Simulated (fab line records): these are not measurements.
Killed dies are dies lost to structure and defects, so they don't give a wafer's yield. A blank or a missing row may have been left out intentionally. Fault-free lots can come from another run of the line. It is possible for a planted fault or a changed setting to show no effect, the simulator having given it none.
2 desks, one fault | flow sky130 | every desk sees just its own numbers, and what lay behind them comes last

## METROLOGY DESK
What the gauges read, lot by lot, whatever tool the lot ran on: means of the sampled wafers that have a number. If a lot's mean is further than 4 standard deviations from the usual mean, the lot is out of limits and carries the mark OUT (the distance appears in the brackets).
Columns: A = NWELL_2_TW at SKY_NWELL_TW_MEAS_26, usual 496; B = cd_nm at SKY_SONOS_TUNNEL_CD_MEAS_07, usual 409.6 nm; C = SONOS_TUNNEL_OVL at SKY_SONOS_TUNNEL_OVL_MEAS_08, usual -1.1 nm; D = SONOS_TUNNEL_TW at SKY_SONOS_TUNNEL_TW_MEAS_12, usual 196.6
lot  | first seen here | A   | B     | C    | D
L185 | day 5 15:29     | 495 | 411.5 | -2.0 | 195.7
L188 | day 5 21:08     | 501 | 408.4 | 0.5  | 197.8
L190 | day 6 12:30     | 495 | 410.2 | -2.4 | 197.3
L191 | day 6 19:02     | 497 | 412.3 | -1.0 | 194.2
L193 | day 7 05:00     | 502 | 411.7 | -1.7 | 197.5
L194 | day 7 15:19     | 493 | 410.9 | -0.9 | 196.1
L196 | day 8 14:41     | 497 | 410.6 | 0.5  | 195.9
L197 | day 8 15:12     | 502 | 408.5 | -2.9 | 199.2
L198 | day 8 18:49     | 493 | 408.2 | -2.3 | 196.6
L204 | day 10 05:34    | 495 | -     | -    | 29.8 (-99 or more) OUT
L205 | day 10 06:12    | 496 | 409.5 | -0.9 | 113.2 (-60) OUT
This desk's result: L204, L205 out of limits, first on L204 (SONOS_TUNNEL_TW at SKY_SONOS_TUNNEL_TW_MEAS_12), day 17 20:05. In limits: L185, L188, L190, L191, L193, L194, L196, L197, L198.

## AT THE TOOL OWNER'S DESK: litho_track-04
The tool's own readings at SKY_SONOS_TUNNEL_DEVELOP_06 (develop time 60 s): means of the sampled wafers that have a number, for each lot that ran on this tool. If a lot's mean is further than 4 standard deviations from the usual mean, the lot is out of limits and carries the mark OUT (the distance appears in the brackets).
Columns: A = chill_plate_temp_C at SKY_SONOS_TUNNEL_DEVELOP_06, usual 22.98 C; B = resist_line_temp_C at SKY_SONOS_TUNNEL_DEVELOP_06, usual 23.01 C
lot  | first seen here | A     | B
L185 | day 11 19:02    | 22.97 | 23.04
L188 | day 12 00:38    | 22.94 | 23.00
L191 | day 13 04:57    | 23.00 | 23.01
L196 | day 15 17:24    | 23.03 | 22.96
L197 | day 15 19:17    | 22.99 | 23.14
L204 | day 17 19:26    | 22.95 | 23.01
L205 | day 17 19:56    | 23.10 | 22.82
Result from this desk: across the 7 lots, nothing is out of limits.

## ALL TOGETHER
Metrology desk: alarm possible at day 17 20:05 on L204, L205.
Nothing out of limits was seen by the tool owner's desk.
The tool owner's desk has L204, L205 on record, within its limits.
The lots listed all ran SKY_SONOS_TUNNEL_DEVELOP_06 on litho_track-04.

## WHAT HAD BEEN PUT IN BY THE SIMULATOR
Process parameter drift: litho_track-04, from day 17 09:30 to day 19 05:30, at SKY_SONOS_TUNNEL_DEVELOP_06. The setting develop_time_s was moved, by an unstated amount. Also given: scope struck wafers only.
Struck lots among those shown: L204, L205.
Per desk, hours elapsed from the start of the fault to the first reading out of limits: for the metrology desk, 11.
